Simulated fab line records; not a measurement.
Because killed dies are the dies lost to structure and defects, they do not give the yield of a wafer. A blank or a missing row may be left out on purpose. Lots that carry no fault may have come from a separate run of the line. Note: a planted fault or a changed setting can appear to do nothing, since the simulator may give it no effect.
One fault through the eyes of 2 desks + flow sky130 + what lay behind the numbers comes last; until then each desk has only its own

## AT THE TOOL OWNER'S DESK: wet bench-01
The tool's own readings at SKY_FIELD_ISO_WET_ETCH_30 (etches SiO2 in dHF, target depth 25 nm, time 50 s): means of the sampled wafers that have a number, for each lot that ran on this tool. The brackets show how far a lot's mean lies from the usual mean; more than 4 standard deviations puts the lot out of limits, marked OUT.
Columns: A = bath heat duty pct at SKY_FIELD_ISO_WET_ETCH_30, usual 6.0 %; B = temp c at SKY_FIELD_ISO_WET_ETCH_30, usual 25.00 C
| lot  | first seen here | A             | B               |
|------|-----------------|---------------|-----------------|
| L568 | day 3 02:08     | 6.0           | 25.18           |
| L569 | day 3 02:08     | 6.4           | 24.96           |
| L570 | day 3 03:16     | 0.0 (-10) OUT | 13.68 (-94) OUT |
This desk finds L570 out of limits, L570 being first, at day 3 03:16 (bath heat duty pct at SKY_FIELD_ISO_WET_ETCH_30). L568, L569 stayed within limits.

## FROM THE METROLOGY DESK
Lot by lot, what the gauges showed, no matter which tool ran the lot: averages of those sampled wafers that carry a number. The brackets show how far a lot's mean lies from the usual mean; more than 4 standard deviations puts the lot out of limits, marked OUT.
Columns: A = cd nm at SKY_POLY_CUT_CD_MEAS_08, usual 270.1 nm; B = SD_N_OVL at SKY_SD_N_OVL_MEAS_08, usual -0.6 nm; C = cd nm at SKY_LOCAL_INTERCONNECT_CD_MEAS_11, usual 170.2 nm
| lot  | first seen here | A     | B    | C     |
|------|-----------------|-------|------|-------|
| L569 | day 25 04:59    | 269.7 | 2.2  | 171.4 |
| L568 | day 25 06:11    | 270.3 | -1.8 | 168.6 |
| L567 | day 25 09:02    | 270.7 | 0.8  | 170.2 |
| L570 | day 25 10:04    | 271.7 | -0.5 | 170.0 |
| L579 | day 28 14:23    | 267.0 | -3.3 | 170.0 |
| L580 | day 29 03:12    | 268.5 | -2.1 | 167.6 |
| L582 | day 29 15:46    | 270.2 | -0.2 | 170.6 |
| L586 | day 31 17:47    | 270.4 | -0.7 | 170.2 |
| L587 | day 31 18:32    | 270.0 | 0.6  | 169.2 |
| L584 | day 31 19:10    | 268.9 | -0.2 | 170.1 |
| L588 | day 31 20:38    | 271.8 | -0.2 | 170.6 |
| L585 | day 31 20:45    | 271.1 | -1.4 | 171.2 |
| L589 | day 31 21:34    | 270.8 | -0.6 | 170.6 |
Result from this desk: across the 13 lots, nothing is out of limits.

## TAKEN TOGETHER
The tool owner's desk could have raised an alarm at day 3 03:16, on L570.
Metrology desk: nothing out of limits seen.
The metrology desk holds a record of L570, inside its limits.
The lots listed all ran SKY_FIELD_ISO_WET_ETCH_30 on wet bench-01.

## WHAT HAD BEEN PUT IN BY THE SIMULATOR
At SKY_FIELD_ISO_WET_ETCH_30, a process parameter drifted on wet bench-01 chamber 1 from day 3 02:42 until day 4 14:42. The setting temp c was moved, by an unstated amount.
Lots struck among those shown: L570.
Each desk's first reading out of limits, in hours after the fault started: the tool owner's desk, 1.
